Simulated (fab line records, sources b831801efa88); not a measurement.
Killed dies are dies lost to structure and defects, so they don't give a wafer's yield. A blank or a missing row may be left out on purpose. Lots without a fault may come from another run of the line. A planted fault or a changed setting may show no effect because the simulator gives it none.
A struck lot beside a sound one | flow sky130 | 35 steps out of a route of 708
Sound: wafers L738.1, L738.2, L738.5. Struck: wafers L750.1, L750.2, L750.3. The cause comes at the end.
At each step with rows: each side's tool, then ch and its chambers, then its first start. Under that, the readings that differ: sound wafers | struck wafers | difference of the means | sigmas: that difference in standard deviations of wafers without a fault.
alike: readings whose means differ by less than 2 such deviations, and words and numbers that are the same on both sides. not compared: withheld readings, readings that some wafer has no value for, bounds like >300 that may hide the same value, and numbers for which the record gives no deviation and whose values overlap.
The two part at a step that has a row with sigmas, a row that says differs or no value, or rows on one side only. Numbers that don't overlap but have no deviation are shown without sigmas and don't part them. A reading that every wafer of one side lacks parts them only if that side has two wafers or more.

first, 10 steps without rows for these wafers: SKY_RES_PROTECT_DEHYDRATE_00 (time 60 s); SKY_RES_PROTECT_HMDS_01 (prime time 60 s); SKY_RES_PROTECT_COAT_02 (resist thk 1140 nm); SKY_RES_PROTECT_SOFTBAKE_03 (time 60 s); SKY_RES_PROTECT_EXPOSE_04 (exposes mask RPM, target cd 1270 nm); SKY_RES_PROTECT_PEB_05; SKY_RES_PROTECT_DEVELOP_06 (develop time 60 s); SKY_POLY_GATE_IMPLANT_02; SKY_RES_PROTECT_STRIP_07 (strips in O2/N2); SKY_RES_PROTECT_CLEAN_09 (cleans in SC1/SC2, time 150 s).
SKY_POLY_GATE_CVD_03: deposits Si3N4 from DCS/NH3, target thk 75 nm, time 1290 s.
  sound on lpcvd-02 ch 1, day 15 06:40; struck on lpcvd-02 ch 1, day 19 23:22
  alike: pressure_mtorr, spike_tc_upper_C
then, 23 steps without rows for these wafers: SKY_POLY_GATE_DEHYDRATE_05 (time 60 s); SKY_POLY_GATE_HMDS_06 (prime time 60 s); SKY_POLY_GATE_COAT_07 (resist thk 110 nm); SKY_POLY_GATE_COAT_08 (resist thk 450 nm); SKY_POLY_GATE_SOFTBAKE_09 (time 90 s); SKY_POLY_GATE_EXPOSE_10 (exposes mask P1M, target cd 150 nm); SKY_POLY_GATE_PEB_11; SKY_POLY_GATE_DEVELOP_12 (develop time 60 s); SKY_POLY_GATE_ETCH_15 (etches BARC in N2/H2, stops on SiO2, time 118.5 s, target depth 110 nm); SKY_POLY_GATE_ETCH_16 (etches Si3N4 in CH3F/O2, stops on poly-Si, time 147.5 s, target depth 75 nm); SKY_POLY_GATE_ETCH_17 (etches poly-Si in HBr/Cl2, stops on SiO2, target depth 180 nm, time 70.5 s); SKY_POLY_GATE_STRIP_18 (strips in O2/N2); SKY_POLY_GATE_CLEAN_19 (cleans in SC1/SC2, time 150 s); SKY_POLY_GATE_OXIDATION_20 (stabilise 600 s, purge 300 s, target thk 4 nm); SKY_LDD_N_DEHYDRATE_00 (time 60 s); SKY_LDD_N_HMDS_01 (prime time 60 s); SKY_LDD_N_COAT_02 (resist thk 300 nm); SKY_LDD_N_SOFTBAKE_03 (time 60 s); SKY_LDD_N_EXPOSE_04 (exposes mask NTM, target cd 840 nm); SKY_LDD_N_PEB_05; SKY_LDD_N_DEVELOP_06 (develop time 60 s); SKY_LDD_N_IMPLANT_08; SKY_LDD_N_IMPLANT_09.
-- the record jumps here: 29 days lie between the struck wafers' starts before and after (it left off in module LDD_N and takes up again in module PAD_OPEN, whose first step shown is number 708 of the route) --
SKY_PAD_OPEN_PROBE_99:
  sound on prober-01, day 45 15:49; struck on prober-01, day 49 00:22
  reading             | sound    | struck      | difference | sigmas
  killed_at_front_end | 16 14 23 | 50 44 52    | +31        | +8
  killed_dies         | 79 95 87 | 112 113 125 | +30        | +3
  killed_on_rim       | 11 17 20 | 21 29 28    | +10        | +3
  alike: killed_at_M0_to_M3, killed_at_M4_up, killed_at_contacts, killed_at_other, killed_open, killed_short

WHERE THEY PART
Only at SKY_PAD_OPEN_PROBE_99, within this record.

WHY: what the simulator had put in
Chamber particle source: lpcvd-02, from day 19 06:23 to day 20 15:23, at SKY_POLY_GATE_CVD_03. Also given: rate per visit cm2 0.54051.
